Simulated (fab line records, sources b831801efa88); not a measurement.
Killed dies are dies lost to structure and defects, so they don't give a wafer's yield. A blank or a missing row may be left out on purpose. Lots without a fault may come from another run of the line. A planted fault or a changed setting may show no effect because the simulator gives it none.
fab line records | flow sky130 | part 2 of 2: steps 23 to 23 of 23
record lots=7 wafers=21 last_day=50
route steps=708 shown CAP2M@614 METAL4@621 PAD_OPEN@708
lots that met no fault: from a run of the same line without faults
start_h: hours from the record's first day to the start of the lot's first wafer shown | wait_h: hours since the lot's step before | " the same as in the row above | L1.1+2: a row that stands for several wafers | - no value, or no start given | * or withheld: withheld | < > ~ a bound
route shown NAME@n: a module of which the file shows steps, and the number in the route of the first | usual: mean/standard deviation of fault-free wafers | same: alike in all rows | chamber/n: place in a boat | sites: the reading at each site | _std_site: their standard deviation | _edge_site: outer sites' mean less inner sites' | radius_mm: how far each site lies from the wafer's centre | mask NAME#n: copy n | behind: the tool/chamber that last shaped the wafer | hold: why the lot was held/for how many hours/how that ended | device: the transistor (n, p or np) that didn't switch | end of line: the same wafers' tests at the end of the route | a step without rows: its recipe alone | killed: dies lost to structure and defects at the first sort, not the wafer's yield | map: a wafer's dies, x killed, . not, _ none there
set.NAME: the setting as run; set.NAME@STEP: as run at that earlier step | model.NAME: the simulator's own value behind a step, which no gauge read
lots at some steps of the route; a table a step, a row a wafer
services: from which hour (start_h, from the record's first day; less than 0 if before it) a tool's chamber was out of use, for how many hours, and why
## steps
# step SKY_PAD_OPEN_PROBE_99
# usual defect_limited_yield=82.9/1.7 killed_at_M0_to_M3=42/6.1 killed_at_M4_up=3.4/2 killed_at_contacts=23/4.8 killed_at_front_end=15/3.8 killed_at_other=0.3/0.48 killed_dies=84/8.5 killed_open=46/6.8 killed_short=38/6.2 sort_bin_3_pad_short=0.8/0.42 sort_bin_5_function=10.1/1.4 sort_bin_6_memory=6.2/0.99 sort_n_pass=408/8.5 sort_yield_pct=82.9/1.7
# same gross_dies=492 killed_at_back_side=0 sort_bin_4_leakage[%]=0 sort_bin_8_speed[%]=0
# columns lot.wafer tool chamber start_h wait_h defect_limited_yield[%] killed_at_M0_to_M3 killed_at_M4_up killed_at_contacts killed_at_front_end killed_at_other killed_dies killed_open killed_short sort_bin_3_pad_short[%] sort_bin_5_function[%] sort_bin_6_memory[%] sort_n_pass sort_yield_pct[%] model.etest.met4.width_nm model.etest.met4.line_ohm_um
L732.1 prober-02 - 1112.04 0.1 81.1 40 6 26 21 0 93 50 42 2.0 10.8 6.1 399 81.1 293.1 0.1451
L732.4 prober-02 - 1112.19 0.2 83.9 37 1 23 18 0 79 45 33 1.2 9.6 5.3 413 83.9 292.7 0.1425
L732.5 prober-02 - 1112.24 0.2 84.1 31 4 24 18 1 78 38 40 0.8 9.1 5.9 414 84.1 270.8 0.158
L733.2 prober-01 - 1116.99 0.1 82.5 41 4 28 13 0 86 43 43 0.8 9.1 7.5 406 82.5 298.7 0.1459
L733.5 prober-01 - 1117.14 0.2 85.4 32 3 24 13 0 72 39 32 1.2 7.1 6.3 420 85.4 276.4 0.1557
L733.6 prober-01 - 1117.19 0.2 83.7 37 6 24 13 0 80 34 46 0.8 10.0 5.5 412 83.7 299.4 0.1424
L734.4 prober-02 - 1125.24 0.2 82.7 40 1 20 24 0 85 50 35 0.6 9.6 7.1 407 82.7 294.5 0.1465
L734.5 prober-02 - 1125.29 0.2 85.6 33 2 15 21 0 71 42 29 1.0 8.5 4.9 421 85.6 268.8 0.1609
L734.6 prober-02 - 1125.34 0.2 84.3 40 6 19 12 0 77 33 44 0.8 9.8 5.1 415 84.3 296.1 0.1474
L737.1 prober-01 - 1140.59 0.1 82.9 42 8 19 15 0 84 42 42 1.0 11.4 4.7 408 82.9 293.6 0.1441
L737.2 prober-01 - 1140.64 0.1 81.1 44 2 27 19 1 93 60 33 0.6 11.4 6.9 399 81.1 286.9 0.1476
L737.5 prober-01 - 1140.79 0.2 86.0 31 2 23 13 0 69 41 28 0.4 7.9 5.7 423 86.0 284.9 0.1479
L743.1 prober-01 - 1171.04 0.1 82.3 44 4 26 13 0 87 51 36 0.4 11.2 6.1 405 82.3 300.2 0.1446
L743.3 prober-01 - 1171.14 0.2 82.1 50 2 24 11 1 88 43 45 0.8 10.8 6.3 404 82.1 298.4 0.1405
L743.6 prober-01 - 1171.29 0.2 82.1 48 2 22 15 1 88 44 43 1.8 10.6 5.5 404 82.1 296.8 0.1415
L746.2 prober-01 - 1183.69 0.1 81.3 43 4 31 14 0 92 56 36 1.2 10.4 7.1 400 81.3 309.3 0.1367
L746.3 prober-01 - 1183.74 0.2 83.9 35 2 30 12 0 79 39 40 0.6 9.8 5.7 413 83.9 305.2 0.1411
L746.4 prober-01 - 1183.79 0.2 83.3 40 10 20 12 0 82 41 41 0.6 11.0 5.1 410 83.3 292.4 0.1444
L749.1 prober-02 - 1194.33 0.1 83.1 41 8 21 13 0 83 45 38 0.6 11.4 4.9 409 83.1 293.2 0.1479
L749.3 prober-02 - 1194.43 0.2 81.7 54 6 19 11 0 90 44 46 0.6 12.2 5.5 402 81.7 287.2 0.1479
L749.5 prober-02 - 1194.53 0.2 84.1 44 3 14 17 0 78 40 38 1.2 9.1 5.5 414 84.1 294.6 0.1474
# killed by level:class
L732.1 VIA1:geometric_particle:open=10 CONTACT:geometric_particle:open=9 VIA1:geometric_particle:short=7 POLY_GATE:geometric_particle:short=7 LI_CONTACT:geometric_particle:open=7 POLY_GATE:geometric_particle:open=5 VIA2:geometric_particle:short=5 CONTACT:geometric_particle:short=4
L732.4 METAL1:geometric_particle:short=9 FIELD_ISO:geometric_particle:open=8 CONTACT:geometric_particle:open=8 VIA3:geometric_particle:open=6 LOCAL_INTERCONNECT:geometric_particle:short=5 VIA2:geometric_particle:open=5 VIA1:geometric_particle:open=5 LI_CONTACT:geometric_particle:open=4
L732.5 CONTACT:geometric_particle:short=9 CONTACT:geometric_particle:open=9 VIA3:geometric_particle:open=7 FIELD_ISO:geometric_particle:open=4 LI_CONTACT:geometric_particle:open=4 VIA3:geometric_particle:short=4 VIA1:geometric_particle:open=4 METAL4:geometric_particle:short=4
L733.2 CONTACT:geometric_particle:open=11 METAL2:geometric_particle:short=7 VIA3:geometric_particle:open=7 LI_CONTACT:geometric_particle:open=6 CONTACT:geometric_particle:short=6 METAL1:geometric_particle:short=6 METAL3:geometric_particle:short=6 VIA1:geometric_particle:open=5
L733.5 VIA1:geometric_particle:open=11 LI_CONTACT:geometric_particle:open=7 CONTACT:geometric_particle:short=6 CONTACT:geometric_particle:open=5 FIELD_ISO:geometric_particle:short=4 POLY_GATE:geometric_particle:open=4 VIA1:geometric_particle:short=4 VIA3:geometric_particle:open=4
L733.6 VIA1:geometric_particle:open=9 CONTACT:geometric_particle:open=8 METAL2:geometric_particle:short=8 CONTACT:geometric_particle:short=6 METAL4:geometric_particle:short=6 POLY_GATE:geometric_particle:short=5 LI_CONTACT:geometric_particle:short=4 VIA2:geometric_particle:open=4
L734.4 FIELD_ISO:geometric_particle:short=9 VIA1:geometric_particle:open=9 CONTACT:geometric_particle:open=8 POLY_GATE:geometric_particle:short=6 VIA2:geometric_particle:open=6 VIA3:geometric_particle:open=6 LI_CONTACT:geometric_particle:open=5 FIELD_ISO:geometric_particle:open=4
L734.5 VIA1:geometric_particle:open=12 FIELD_ISO:geometric_particle:open=8 FIELD_ISO:geometric_particle:short=6 LI_CONTACT:geometric_particle:open=4 VIA2:geometric_particle:open=4 VIA3:geometric_particle:open=4 LOCAL_INTERCONNECT:geometric_particle:short=3 CONTACT:geometric_particle:open=3
L734.6 VIA1:geometric_particle:open=11 VIA2:geometric_particle:short=7 CONTACT:geometric_particle:open=7 METAL1:geometric_particle:short=7 METAL4:geometric_particle:short=6 CONTACT:geometric_particle:short=5 POLY_GATE:geometric_particle:open=4 VIA1:geometric_particle:short=4
L737.1 LI_CONTACT:geometric_particle:open=9 VIA1:geometric_particle:open=6 METAL4:geometric_particle:short=6 CONTACT:geometric_particle:open=6 METAL1:geometric_particle:short=6 VIA2:geometric_particle:short=6 VIA2:geometric_particle:open=6 FIELD_ISO:geometric_particle:short=5
L737.2 CONTACT:geometric_particle:open=12 VIA3:geometric_particle:open=10 VIA2:geometric_particle:open=10 LI_CONTACT:geometric_particle:open=9 FIELD_ISO:geometric_particle:open=7 VIA1:geometric_particle:open=6 FIELD_ISO:geometric_particle:short=4 CONTACT:geometric_particle:short=4
L737.5 VIA1:geometric_particle:open=11 CONTACT:geometric_particle:open=10 LI_CONTACT:geometric_particle:open=5 VIA2:geometric_particle:open=5 POLY_GATE:geometric_particle:short=4 METAL2:geometric_particle:short=4 LOCAL_INTERCONNECT:geometric_particle:short=3 METAL1:geometric_particle:short=3
L743.1 CONTACT:geometric_particle:open=10 LI_CONTACT:geometric_particle:open=6 VIA2:geometric_particle:short=6 VIA2:geometric_particle:open=6 VIA3:geometric_particle:open=6 CONTACT:geometric_particle:short=5 FIELD_ISO:geometric_particle:open=4 METAL2:geometric_particle:open=4
L743.3 CONTACT:geometric_particle:open=9 VIA3:geometric_particle:open=9 VIA1:geometric_particle:open=8 LI_CONTACT:geometric_particle:open=7 METAL1:geometric_particle:short=7 METAL2:geometric_particle:short=7 VIA1:geometric_particle:short=6 VIA2:geometric_particle:open=5
L743.6 VIA1:geometric_particle:open=9 VIA2:geometric_particle:open=9 CONTACT:geometric_particle:open=7 METAL1:geometric_particle:short=7 VIA3:geometric_particle:short=7 LI_CONTACT:geometric_particle:open=6 METAL2:geometric_particle:short=5 LI_CONTACT:geometric_particle:short=5
L746.2 VIA1:geometric_particle:open=18 CONTACT:geometric_particle:open=12 LI_CONTACT:geometric_particle:open=7 VIA3:geometric_particle:open=6 LI_CONTACT:geometric_particle:short=5 METAL1:geometric_particle:short=5 POLY_GATE:geometric_particle:short=4 CONTACT:geometric_particle:short=4
L746.3 CONTACT:geometric_particle:open=8 VIA3:geometric_particle:open=8 LI_CONTACT:geometric_particle:open=6 LOCAL_INTERCONNECT:geometric_particle:short=6 CONTACT:geometric_particle:short=6 VIA1:geometric_particle:short=5 VIA2:geometric_particle:open=5 LI_CONTACT:geometric_particle:short=4
L746.4 METAL2:geometric_particle:short=11 LI_CONTACT:geometric_particle:open=9 VIA1:geometric_particle:open=9 VIA2:geometric_particle:open=8 METAL4:geometric_particle:short=6 METAL1:geometric_particle:short=5 LI_CONTACT:geometric_particle:short=4 CONTACT:geometric_particle:open=4
L749.1 VIA1:geometric_particle:open=9 VIA3:geometric_particle:open=7 LI_CONTACT:geometric_particle:open=6 CONTACT:geometric_particle:short=6 CONTACT:geometric_particle:open=6 VIA2:geometric_particle:open=6 FIELD_ISO:geometric_particle:short=5 POLY_GATE:geometric_particle:short=5
L749.3 VIA3:geometric_particle:open=13 METAL1:geometric_particle:short=8 METAL2:geometric_particle:short=8 VIA1:geometric_particle:open=7 VIA2:geometric_particle:open=7 VIA1:geometric_particle:short=6 CONTACT:geometric_particle:open=5 LOCAL_INTERCONNECT:geometric_particle:short=5
L749.5 VIA1:geometric_particle:open=10 VIA2:geometric_particle:open=8 VIA3:geometric_particle:open=6 CONTACT:geometric_particle:open=6 METAL1:geometric_particle:short=5 METAL2:geometric_particle:short=5 FIELD_ISO:geometric_particle:short=4 POLY_GATE:geometric_particle:open=4
## services
# columns tool chamber start_h hours kind
rie_diel-02 0 974.20 7.0 repair
rie_diel-02 1 975.35 4.3 repair
plasma_asher-02 - 990.95 1.4 repair
rie_metal-03 - 992.67 2.0 repair
rie_diel-01 - 1005.27 0.8 repair
rie_metal-02 1 1007.36 17.4 repair
rie_metal-03 1 1007.63 - clean
rie_metal-03 1 1007.63 21.1 scheduled_down
rie_metal-03 1 1007.63 21.1 vent_cycle
plasma_asher-02 - 1009.26 1.1 repair
krf_scanner-01 - 1013.31 15.5 repair
plasma_asher-01 - 1023.84 16.7 repair
rie_metal-02 0 1028.66 1.0 repair
krf_scanner-02 - 1028.85 4.4 pm
krf_scanner-01 - 1033.26 1.0 pm
rie_diel-01 3 1040.79 7.2 repair
rie_metal-01 0 1049.66 - clean
plasma_asher-03 - 1055.25 9.0 pm
krf_scanner-02 - 1056.62 1.0 pm
rie_diel-01 - 1065.98 0.5 repair
rie_diel-04 0 1075.39 5.1 repair
krf_scanner-02 - 1091.43 0.8 pm
rie_diel-02 0 1106.02 1.5 repair
krf_scanner-01 - 1107.40 1.3 pm
## key
first_sign step=SKY_METAL4_CD_MEAS_13 reading=cd_nm direction=down sigmas=14 usual=300.1 struck=276.9
effect none on later readings
model_effect step=SKY_METAL4_DESCUM_15 value=METAL4.cd_nm without=299.5 struck=277
model_effect step=SKY_METAL4_METAL_ETCH_18 value=METAL4.cd_nm without=294.1 struck=271.6
model_effect step=SKY_PAD_OPEN_PROBE_99 value=etest.met4.width_nm without=294.4 struck=272
met_at SKY_METAL4_EXPOSE_10
struck_wafers L732.5,L733.5,L734.5
fault kind=process_parameter_drift tool=krf_scanner-02 chamber=- onset_h=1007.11 steps=SKY_METAL4_EXPOSE_10 channel=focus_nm offset=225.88 shape=step end_h=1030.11 scope=struck_wafers_only
